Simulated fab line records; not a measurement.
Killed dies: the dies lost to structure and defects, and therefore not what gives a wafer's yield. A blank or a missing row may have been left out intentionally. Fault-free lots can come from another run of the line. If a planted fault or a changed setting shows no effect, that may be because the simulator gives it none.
Which of the tools did it?    flow sky130    11 lots with 33 wafers sampled at 4 steps, on a route of 708 steps

WHAT EACH GAUGE READ, for each wafer
SKY_CAP2M_THK_MEAS_01.
lot   measured      on             CAP2M_CVD_00_THK (nm)
L129  day 40 14:54  film metro-04  15.26 15.43 15.59
L131  day 40 16:38  film metro-04  15.52 15.55 15.88
L132  day 41 02:59  film metro-01  15.12 15.27 15.54
L133  day 41 04:10  film metro-01  15.38 15.29 15.83
L134  day 41 10:49  film metro-02  15.50 15.87 15.79
L135  day 41 14:03  film metro-02  15.30 15.01 15.37
L136  day 42 03:35  film metro-04  14.98 15.15 15.44
L142  day 44 20:35  film metro-02  15.15 15.39 15.51
L146  day 45 00:15  film metro-04  15.93 15.75 15.86
L143  day 45 01:35  film metro-04  15.21 15.13 15.39
L148  day 45 09:37  film metro-01  15.32 15.80 15.87

SKY_METAL4_CD_MEAS_13: target cd 300 nm.
lot   measured      on         cd nm (nm)
L129  day 42 13:57  cd sem-01  297.9 297.9 298.7
L131  day 42 16:12  cd sem-02  300.0 300.4 299.3
L132  day 43 02:48  cd sem-01  299.7 299.1 299.3
L133  day 43 03:45  cd sem-01  306.0 305.8 305.9
L134  day 43 09:01  cd sem-01  297.9 299.4 298.6
L135  day 43 12:48  cd sem-01  301.7 301.1 301.5
L136  day 44 02:26  cd sem-01  299.7 301.1 300.3
L142  day 46 15:20  cd sem-02  303.7 304.8 304.7
L146  day 46 19:18  cd sem-02  302.0 303.0 302.5
L143  day 46 20:37  cd sem-01  299.8 301.0 301.2
L148  day 47 04:20  cd sem-02  300.3 299.2 298.1

TOOL THAT RAN EACH LOT (tool first, then ch and the chambers of the sampled wafers, then the start)
lot   SKY_CAP2M_CVD_00                 SKY_METAL4_EXPOSE_10
L129  pecvd-01 ch 1,2, day 40 14:52    krf scanner-01 ch 0, day 42 01:58
L131  pecvd-02 ch 0,2, day 40 16:36    krf scanner-01 ch 0, day 42 03:37
L132  pecvd-04 ch 1,2, day 41 02:56    krf scanner-01 ch 0, day 42 15:52
L133  pecvd-02 ch 0,1,2, day 41 04:08  krf scanner-01 ch 0, day 42 17:20
L134  pecvd-01 ch 0,2, day 41 10:46    krf scanner-02 ch 0, day 42 22:09
L135  pecvd-04 ch 0,2, day 41 14:01    krf scanner-02 ch 0, day 43 00:39
L136  pecvd-04 ch 0,1,2, day 42 03:32  krf scanner-02 ch 0, day 43 16:19
L142  pecvd-04 ch 0,1, day 44 20:31    krf scanner-01 ch 0, day 46 03:18
L146  pecvd-02 ch 0,1,2, day 45 00:13  krf scanner-02 ch 0, day 46 08:16
L143  pecvd-04 ch 0,1,2, day 45 01:33  krf scanner-02 ch 0, day 46 09:54
L148  pecvd-02 ch 0,1, day 45 09:36    krf scanner-02 ch 0, day 46 18:47
- SKY_CAP2M_CVD_00: deposits SiO2, target thk 15.5 nm.
- SKY_METAL4_EXPOSE_10: exposes mask MM4, target cd 300 nm.

WHAT THE TOOLS THEMSELVES READ (means of the sampled wafers that have a number; where no wafer has one, the mark that the record gives instead)
SKY_CAP2M_CVD_00.
lot   tool      heater power w (W)  rf fwd power W (W)  susceptor temp C (C)
L129  pecvd-01  765                 441.7               400.23
L131  pecvd-02  667                 440.0               399.88
L132  pecvd-04  693                 442.7               399.88
L133  pecvd-02  670                 439.6               400.23
L134  pecvd-01  732                 440.0               400.10
L135  pecvd-04  677                 441.3               399.80
L136  pecvd-04  710                 442.5               400.09
L142  pecvd-04  797                 438.2               400.06
L146  pecvd-02  665                 439.2               400.07
L143  pecvd-04  754                 439.9               400.30
L148  pecvd-02  674                 440.1               399.66

SKY_METAL4_EXPOSE_10.
lot   tool            exposure dose mJ cm2
L129  krf scanner-01  28.016
L131  krf scanner-01  28.007
L132  krf scanner-01  28.009
L133  krf scanner-01  27.366
L134  krf scanner-02  28.024
L135  krf scanner-02  28.017
L136  krf scanner-02  28.016
L142  krf scanner-01  27.485
L146  krf scanner-02  28.028
L143  krf scanner-02  28.019
L148  krf scanner-02  28.038

THE ANSWER, worked out from the rows above alone
Rule: what is usual is taken from the lots themselves. The widest of any qualifying gaps counts: lots, ordered by their means at a reading, are off when they make up no more than a third of the lots, leave a main group of 4 or more, and stand apart from it by 3 or more times the standard deviation of that group's means. The tables above print the reading to a certain number of digits; a main group whose means all agree to those digits is not used. Also off: a lot with no number at a reading for which 4 or more lots have one. Where the step has rows for the other lots, those lots are counted as sound. First the gauges in route order, then the tools' own readings, where a lot's mean is used as printed above. At the first step where some lot is off, the reading lying furthest off is the one used; lots without a number count as furthest.
Off: L133, L142, at SKY_METAL4_EXPOSE_10 (exposure dose mJ cm2). Main group: mean 28.019, sd 0.009.
A tool fits if, at that step or a process step before it, it ran every lot that is off, and no sound lot after the first of them. One fits: krf scanner-01 at SKY_METAL4_EXPOSE_10. A fault onset in the window from L132 (day 42 15:52, its last sound lot) to L133 (day 42 17:20, its first lot off) fits.
The tool's own readings at SKY_METAL4_EXPOSE_10 bear it out: on the lots that are off they differ by more than 5 times the standard deviation of the sound lots' means. exposure dose mJ cm2 reads 27.425 there against 28.019 on the sound lots.

WHAT HAD BEEN PUT IN BY THE SIMULATOR
Drift in process parameters on krf scanner-01 at SKY_METAL4_EXPOSE_10, starting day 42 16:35. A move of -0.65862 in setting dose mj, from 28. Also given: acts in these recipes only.
Struck lots among those shown: L133, L142. This agrees with what the rule above found.
